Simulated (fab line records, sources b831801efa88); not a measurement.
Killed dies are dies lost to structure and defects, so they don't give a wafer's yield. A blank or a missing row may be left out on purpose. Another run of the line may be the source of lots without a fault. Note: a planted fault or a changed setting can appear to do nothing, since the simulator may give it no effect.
2 desks, one fault / flow sky130 / every desk sees just its own numbers, and what lay behind them comes last

== METROLOGY DESK ==
What the gauges read, lot by lot, whatever tool the lot ran on: means of the sampled wafers that have a number. A lot is out of limits, marked OUT, if its mean lies more than 4 standard deviations from the usual mean; the brackets give that distance.
Columns: A = SONOS_TUNNEL_TW at SKY_SONOS_TUNNEL_TW_MEAS_12, usual 198.4; B = LDD_N_TW at SKY_LDD_N_TW_MEAS_17, usual 2578; C = SPACER_CVD_00_THK at SKY_SPACER_THK_MEAS_01, usual 43.4 nm
lot=L831; first seen here=day 12 09:24; A=200.9; B=2570; C=43.2
lot=L834; first seen here=day 12 11:49; A=198.5; B=2610; C=42.8
lot=L835; first seen here=day 13 00:29; A=199.4; B=2581; C=43.1
lot=L837; first seen here=day 13 14:20; A=199.2; B=2576; C=43.6
lot=L838; first seen here=day 13 18:17; A=200.6; B=2563; C=43.9
lot=L839; first seen here=day 14 00:06; A=199.7; B=2581; C=43.2
lot=L841; first seen here=day 14 12:59; A=198.5; B=2586; C=43.5
lot=L840; first seen here=day 14 13:02; A=198.5; B=2583; C=43.3
lot=L842; first seen here=day 14 20:11; A=198.9; B=2560; C=54.7 (+31) OUT
lot=L843; first seen here=day 15 04:40; A=196.6; B=2601; C=55.2 (+33) OUT
lot=L844; first seen here=day 15 14:43; A=196.6; B=2571; C=55.2 (+33) OUT
lot=L851; first seen here=day 18 00:13; A=195.2; B=2573; C=43.2
lot=L852; first seen here=day 18 08:26; A=195.5; B=2597; C=43.3
lot=L853; first seen here=day 18 17:32; A=198.7; B=2569; C=43.2
lot=L854; first seen here=day 19 02:56; A=196.3; B=2589; C=43.1
Per this desk, out of limits: L842, L843, L844; the first was L842, day 26 23:37 (SPACER_CVD_00_THK at SKY_SPACER_THK_MEAS_01). L831, L834, L835, L837, L838, L839, L841, L840, L851, L852, L853, L854 stayed within limits.

== FOR THE TOOL OWNER'S DESK: lpcvd-02 ==
The tool's own readings at SKY_SPACER_CVD_00 (deposits Si3N4 from DCS/NH3, target thk 43.1 nm, time 740 s): means of the sampled wafers that have a number, for each lot that ran on this tool. A lot is out of limits, marked OUT, if its mean lies more than 4 standard deviations from the usual mean; the brackets give that distance.
Columns: A = spikeTcBottomC at SKY_SPACER_CVD_00, usual 789.9 C; B = spikeTcCentreC at SKY_SPACER_CVD_00, usual 770.8 C; C = spikeTcLowerC at SKY_SPACER_CVD_00, usual 770.5 C; D = spikeTcTopC at SKY_SPACER_CVD_00, usual 778.9 C; E = spikeTcUpperC at SKY_SPACER_CVD_00, usual 770.7 C; F = susceptorTempC at SKY_SPACER_CVD_00, usual 770.1 C; G = zonePowerBottomPct at SKY_SPACER_CVD_00, usual 17.3 %
lot=L831; first seen here=day 24 01:31; A=787.7; B=772.6; C=770.6; D=780.1; E=771.0; F=770.1; G=16.2
lot=L834; first seen here=day 24 02:43; A=788.3; B=771.3; C=770.1; D=782.7; E=770.3; F=769.9; G=16.5
lot=L835; first seen here=day 26 07:14; A=788.1; B=771.1; C=770.6; D=781.5; E=770.7; F=770.1; G=16.3
lot=L837; first seen here=day 26 07:14; A=788.7; B=771.2; C=770.3; D=780.7; E=770.6; F=769.9; G=16.2
lot=L838; first seen here=day 26 09:02; A=788.5; B=772.0; C=770.2; D=781.2; E=770.5; F=770.1; G=16.4
lot=L839; first seen here=day 26 09:02; A=792.1; B=769.6; C=770.0; D=776.7; E=770.8; F=770.1; G=18.8
lot=L841; first seen here=day 26 18:12; A=792.0; B=770.5; C=771.2; D=776.0; E=770.7; F=770.8; G=18.4
lot=L840; first seen here=day 26 20:27; A=789.1; B=771.2; C=770.1; D=780.7; E=770.7; F=770.2; G=16.3
lot=L842; first seen here=day 26 22:25; A=804.9 (+7.5) OUT; B=781.4 (+7.0) OUT; C=783.8 (+13) OUT; D=788.9 (+4.2) OUT; E=783.1 (+13) OUT; F=782.2 (+35) OUT; G=19.0
lot=L843; first seen here=day 26 23:39; A=804.5 (+7.3) OUT; B=782.2 (+7.6) OUT; C=784.1 (+14) OUT; D=789.8 (+4.5) OUT; E=783.8 (+14) OUT; F=782.8 (+37) OUT; G=19.3
lot=L844; first seen here=day 27 10:30; A=803.9 (+7.0) OUT; B=781.7 (+7.2) OUT; C=783.4 (+13) OUT; D=788.3; E=783.7 (+13) OUT; F=782.2 (+36) OUT; G=19.3
lot=L851; first seen here=day 30 00:32; A=788.6; B=772.8; C=770.1; D=780.9; E=771.2; F=770.1; G=16.4
lot=L852; first seen here=day 30 11:50; A=792.1; B=768.9; C=770.3; D=776.5; E=770.6; F=770.6; G=18.8
lot=L853; first seen here=day 30 18:37; A=788.3; B=772.4; C=770.8; D=781.4; E=770.3; F=770.1; G=16.4
lot=L854; first seen here=day 30 23:28; A=788.3; B=772.0; C=771.0; D=782.1; E=771.2; F=770.5; G=16.2
This desk's finding: out of limits on L842, L843, L844; first on L842, day 26 22:25 (spikeTcBottomC at SKY_SPACER_CVD_00). L831, L834, L835, L837, L838, L839, L841, L840, L851, L852, L853, L854 stayed within limits.

== ALL TOGETHER ==
At day 26 22:25, on L842, L843, L844, the tool owner's desk was in a position to raise an alarm.
An alarm was possible from the metrology desk at day 26 23:37, on L842, L843, L844.
Of the lots named, all ran SKY_SPACER_CVD_00 on lpcvd-02.

== WHAT WAS PUT IN BY THE SIMULATOR ==
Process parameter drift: lpcvd-02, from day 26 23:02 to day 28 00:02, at SKY_SPACER_CVD_00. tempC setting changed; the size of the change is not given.
Lots struck among those shown: L842, L843, L844.
